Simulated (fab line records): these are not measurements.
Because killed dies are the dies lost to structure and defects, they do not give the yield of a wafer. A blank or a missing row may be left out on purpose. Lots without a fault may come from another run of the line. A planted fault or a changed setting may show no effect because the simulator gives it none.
Matching of chambers ; flow gf180mcu ; rie_diel-03 running GF_PASSIVATION_ETCH_11: 4 sister chambers
The step etches the open film in CF4/O2, stops on TiN, target depth 1800 nm, time 400 s. 14 wafers are shown with their chamber, then 7 later ones without.

## WAFERS WITH THEIR CHAMBER
wafer;chamber;throttle_valve_pct (%);oes_product_au (a.u.)
L076.4;2;5.950;0.966
L076.5;1;5.952;0.979
L076.6;0;5.960;0.977
L077.1;0;5.981;0.964
L077.2;2;5.953;0.963
L077.5;0;5.978;0.971
L079.1;1;5.957;0.955
L079.3;2;5.957;0.956
L079.6;0;5.964;0.963
L082.1;2;5.962;0.968
L082.2;3;5.967;0.966
L082.3;1;5.966;0.961
L085.2;0;5.964;0.962
L085.4;3;5.959;0.957

SIGNATURES (means of the wafers above)
reading;chamber 0;chamber 1;chamber 2;chamber 3;scatter within a chamber
throttle_valve_pct;5.96940;5.95833;5.95550;5.96300;0.00754
oes_product_au;0.96740;0.96500;0.96325;0.96150;0.00775
Rule: for each reading, subtract the chamber's mean from the wafer's reading, divide by that reading's scatter and square the result; add these up over the readings and take the root, which gives the wafer's distance from the chamber. If the next closest chamber is less than 2 further off than the closest, the wafer can't be placed; otherwise it belongs to the closest. How the scatter is found: for the shown wafers, subtract from each reading the mean of its chamber, square and add these, divide the total by (wafers less chambers), then take the root.

## WAFERS WITH NO CHAMBER GIVEN
wafer;throttle_valve_pct (%);oes_product_au (a.u.)
L085.5;5.968;0.976
L089.1;5.965;0.952
L089.2;5.958;0.965
L089.6;5.965;0.964
L092.1;5.970;0.978
L092.2;5.952;0.954
L092.4;5.958;0.965

## WHICH CHAMBER EACH ONE RAN IN
wafer;from the rows above;in truth
L085.5;can't be placed: 0 or 1 or 3 or 2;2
L089.1;can't be placed: 3 or 1 or 2 or 0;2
L089.2;can't be placed: 1 or 2 or 3 or 0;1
L089.6;can't be placed: 3 or 0 or 1 or 2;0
L092.1;can't be placed: 0 or 1 or 3 or 2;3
L092.2;can't be placed: 2 or 1 or 3 or 0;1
L092.4;can't be placed: 1 or 2 or 3 or 0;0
0 of 7 placed correctly. From these rows, 7 cannot be placed; in 7 the true chamber is one of the candidates. Number placed wrongly: 0.
